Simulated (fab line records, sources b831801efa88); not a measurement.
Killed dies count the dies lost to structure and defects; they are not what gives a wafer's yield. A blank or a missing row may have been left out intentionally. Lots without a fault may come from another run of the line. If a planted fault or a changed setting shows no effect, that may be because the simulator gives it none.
Which tool did it? -- flow gf180mcu -- 39 wafers from 13 lots sampled at 2 of the route's 602 steps

## WHAT EACH GAUGE READ, for each wafer
GF_STI_THK_MEAS_04.
lot,measured,on,STI_CVD_03_THK (nm)
L533,day 1 23:55,film_metro-04,206.1 204.2 205.5
L534,day 2 04:59,film_metro-03,207.7 206.9 207.2
L535,day 2 09:56,film_metro-01,206.5 207.5 206.9
L536,day 2 14:34,film_metro-01,209.6 208.6 208.9
L537,day 2 20:44,film_metro-03,207.0 206.6 206.4
L538,day 3 00:35,film_metro-04,204.0 206.1 205.6
L539,day 3 06:35,film_metro-01,202.5 204.0 204.2
L540,day 3 11:05,film_metro-03,207.9 208.9 208.1
L541,day 3 15:34,film_metro-03,205.8 208.2 206.4
L542,day 3 20:37,film_metro-04,207.2 205.4 206.9
L544,day 4 06:42,film_metro-01,200.6 201.1 198.5
L553,day 6 03:58,film_metro-01,206.9 208.9 207.9
L554,day 6 08:34,film_metro-04,207.7 207.9 207.9

GF_DNWELL_TW_MEAS_09.
lot,measured,on,DNWELL_TW
L533,day 3 04:59,film_metro-03,1382 1389 1385
L534,day 3 10:18,film_metro-02,1342 1343 1341
L535,day 3 15:59,film_metro-02,1346 1344 1345
L536,day 3 20:20,film_metro-01,1348 1341 1347
L537,day 4 03:11,film_metro-03,1386 1389 1390
L538,day 4 06:42,film_metro-02,1347 1339 1340
L539,day 4 12:11,film_metro-03,1370 1375 1377
L540,day 4 18:47,film_metro-01,1343 1330 1333
L541,day 4 23:52,film_metro-03,1392 1395 1398
L542,day 5 06:29,film_metro-01,1338 1339 1333
L544,day 5 14:54,film_metro-01,1345 1346 1343
L553,day 7 15:46,film_metro-01,1342 1349 1343
L554,day 7 22:56,film_metro-02,1362 1356 1362

## WHAT TOOL EACH LOT RAN ON (gives the tool, then ch and the chambers of the sampled wafers, and finally the start)
Record: no process step prior to these readings.

## AS READ BY THE TOOLS THEMSELVES (means over the sampled wafers that have a number; for cases with no such wafer, the mark the record gives instead)
The record holds no such reading with a usual standard deviation.

## THE ANSWER, worked out from the rows above alone
Rule: the usual values come from the lots themselves. Put in order of their means at a reading, lots are off if they are a third of the lots or fewer, leave a main group of 4 or more, and stand apart from it by a gap of 3 or more times the standard deviation of the main group's means; of several such gaps the widest counts. Not used: any main group whose means are identical at the precision the tables above print for the reading. A lot without any number at a reading at which 4 lots or more have one is off too. Any other lot the step has rows for is counted as sound. The gauges are gone through in route order, then the tools' own readings, and for those a lot's mean is taken as printed above. At the first step where some lot is off, the reading lying furthest off is the one used; lots without a number count as furthest.
None of the lots is off at any reading shown; this tells nothing.

## WHAT THE SIMULATOR HAD INSERTED
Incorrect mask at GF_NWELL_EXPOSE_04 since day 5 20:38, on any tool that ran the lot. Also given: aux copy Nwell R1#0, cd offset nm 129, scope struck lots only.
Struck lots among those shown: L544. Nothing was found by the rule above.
